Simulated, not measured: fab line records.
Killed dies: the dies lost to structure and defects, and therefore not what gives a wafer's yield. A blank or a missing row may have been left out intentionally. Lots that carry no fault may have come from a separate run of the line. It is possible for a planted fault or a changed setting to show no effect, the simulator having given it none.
A lot that was struck, set against a sound lot -- flow sky130 -- 15 steps out of a route of 708
Sound: the wafers L586.2, L586.3, L586.6. The struck wafers were L589.3, L589.5, L589.6. Last of all comes the cause.
Per side, at each step with rows, come the tool, then ch with its chambers, and then its first start. Under that, the readings that differ: sound wafers -- struck wafers -- difference of the means -- sigmas: that difference in standard deviations of wafers without a fault.
alike: words and numbers the same on both sides, and readings whose means are apart by under 2 such deviations; not compared: readings that were withheld, readings missing a value for some wafer, numbers with overlapping values and no deviation given by the record, and bounds like >300 which may hide the same value.
A row with sigmas, a row that says differs or no value, or rows on one side alone: a step with any of these is where the two part. Numbers that have no deviation but don't overlap get no sigmas and don't part them. Lack of a reading on every wafer of one side parts them only where that side has two or more wafers.

SKY_POLY_GATE_CD_MEAS_22:
  struck on cdSem-01, day 19 01:56; sound on cdSem-02, day 17 19:53
  alike: cdNm
then, 7 steps without rows for these wafers: SKY_LDD_N_DEHYDRATE_00 (time 60 s); SKY_LDD_N_HMDS_01 (prime time 60 s); SKY_LDD_N_COAT_02 (resist thk 300 nm); SKY_LDD_N_SOFTBAKE_03 (time 57.73 s); SKY_LDD_N_EXPOSE_04 (exposes mask NTM, target cd 840 nm); SKY_LDD_N_PEB_05; SKY_LDD_N_DEVELOP_06 (develop time 60 s).
SKY_LDD_N_OVL_MEAS_07:
  struck on overlay-02, day 20 09:02; sound on overlay-01, day 19 01:55
  alike: LDD_N_OVL
then, 3 steps without rows for these wafers: SKY_LDD_N_IMPLANT_08; SKY_LDD_N_IMPLANT_09; SKY_LDD_N_IMPLANT_10.
SKY_LDD_N_IMPLANT_11:
  sound on implanter-01 ch 0, day 19 02:26; struck on implanter-01 ch 0, day 20 09:33
reading,sound,struck,difference,sigmas
doseIonsCm2,7.509e+13 7.488e+13 7.487e+13,6.939e+13 6.935e+13 6.921e+13,-5.630e+12,-67
faradayCurrentUA,421 411 441,385 392 389,-36,-5
  alike: beamOnS
then, 2 steps without rows for these wafers: SKY_LDD_N_IMPLANT_12; SKY_PAD_OPEN_PROBE_99.

== WHERE THEY PART ==
SKY_LDD_N_IMPLANT_11 only, going by this record.

WHY: whatever the simulator had introduced
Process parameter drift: implanter-01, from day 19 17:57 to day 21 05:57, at SKY_LDD_N_IMPLANT_11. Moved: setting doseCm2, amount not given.
